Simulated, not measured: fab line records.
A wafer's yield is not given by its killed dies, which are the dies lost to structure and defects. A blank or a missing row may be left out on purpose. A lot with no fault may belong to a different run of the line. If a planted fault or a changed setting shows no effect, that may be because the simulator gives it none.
A lot that was struck, set against a sound lot -- flow sky130 -- 15 out of 708 route steps
Sound: wafers L225.1, L225.2, L225.6. The struck wafers were L218.1, L218.4, L218.5. At the end, the cause is stated.
Per side, at each step with rows, come the tool, then ch with its chambers, and then its first start. Under that, the readings that differ: sound wafers -- struck wafers -- difference of the means -- sigmas: that difference in standard deviations of wafers without a fault.
alike: words and numbers the same on both sides, and readings whose means are apart by under 2 such deviations; not compared: readings that were withheld, readings missing a value for some wafer, numbers with overlapping values and no deviation given by the record, and bounds like >300 which may hide the same value.
A row with sigmas, a row that says differs or no value, or rows on one side alone: a step with any of these is where the two part. When numbers do not overlap yet have no deviation, they are printed without sigmas and do not part them. Lack of a reading on every wafer of one side parts them only where that side has two or more wafers.

first, 1 step without rows for these wafers: SKY_VT_ADJUST_PCH_IMPLANT_08.
SKY_VT_ADJUST_PCH_STRIP_09: strips in O2/N2.
  sound on plasma asher-01 ch 0,1, day 16 03:21; struck on plasma asher-03 ch 0,1, day 13 16:42
  alike: drypump motor current A, oes product au, strip time to endpoint s
  not compared: rf hours counter h
SKY_VT_ADJUST_PCH_TW_MEAS_10:
  struck on film metro-01, day 13 16:48; sound on film metro-02, day 16 03:27
  alike: VT_ADJUST_PCH_TW
then, 7 steps without rows for these wafers: SKY_SONOS_TUNNEL_DEHYDRATE_00 (time 60 s); SKY_SONOS_TUNNEL_HMDS_01 (prime time 60 s); SKY_SONOS_TUNNEL_COAT_02 (resist thk 1140 nm); SKY_SONOS_TUNNEL_SOFTBAKE_03 (time 60 s); SKY_SONOS_TUNNEL_EXPOSE_04 (exposes mask TUNM, target cd 410 nm); SKY_SONOS_TUNNEL_PEB_05; SKY_SONOS_TUNNEL_DEVELOP_06 (develop time 60 s).
SKY_SONOS_TUNNEL_CD_MEAS_07: the cd target is 410 nm.
  struck on cd sem-01, day 14 18:49; sound on cd sem-02, day 17 08:17
  alike: cd nm
SKY_SONOS_TUNNEL_OVL_MEAS_08:
  struck on overlay-01, day 14 18:56; sound on overlay-02, day 17 08:25
  alike: SONOS_TUNNEL_OVL
SKY_SONOS_TUNNEL_IMPLANT_09:
  sound on implanter-02 ch 0, day 17 08:27; struck on implanter-03 ch 0, day 14 18:58
reading,sound,struck,difference,sigmas
beam energy keV,19.997 19.998 19.990,20.801 20.797 20.791,+0.801,+99 or more
model.implant.rp nm (nm),65.54 65.54 65.54,69.3 69.3 69.3,+3.8,
model.implant.drp nm (nm),28.34 28.34 28.34,29.21 29.21 29.21,+0.87,
then, 2 steps without rows for these wafers: SKY_SONOS_TUNNEL_WET_ETCH_10 (etches SiO2 in dHF, target depth 14 nm, time 280 s); SKY_PAD_OPEN_PROBE_99.

WHERE THEY PART
Only at SKY_SONOS_TUNNEL_IMPLANT_09, within this record.

WHY: what had been put in by the simulator
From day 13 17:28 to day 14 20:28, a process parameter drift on implanter-03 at SKY_SONOS_TUNNEL_IMPLANT_09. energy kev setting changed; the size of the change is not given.
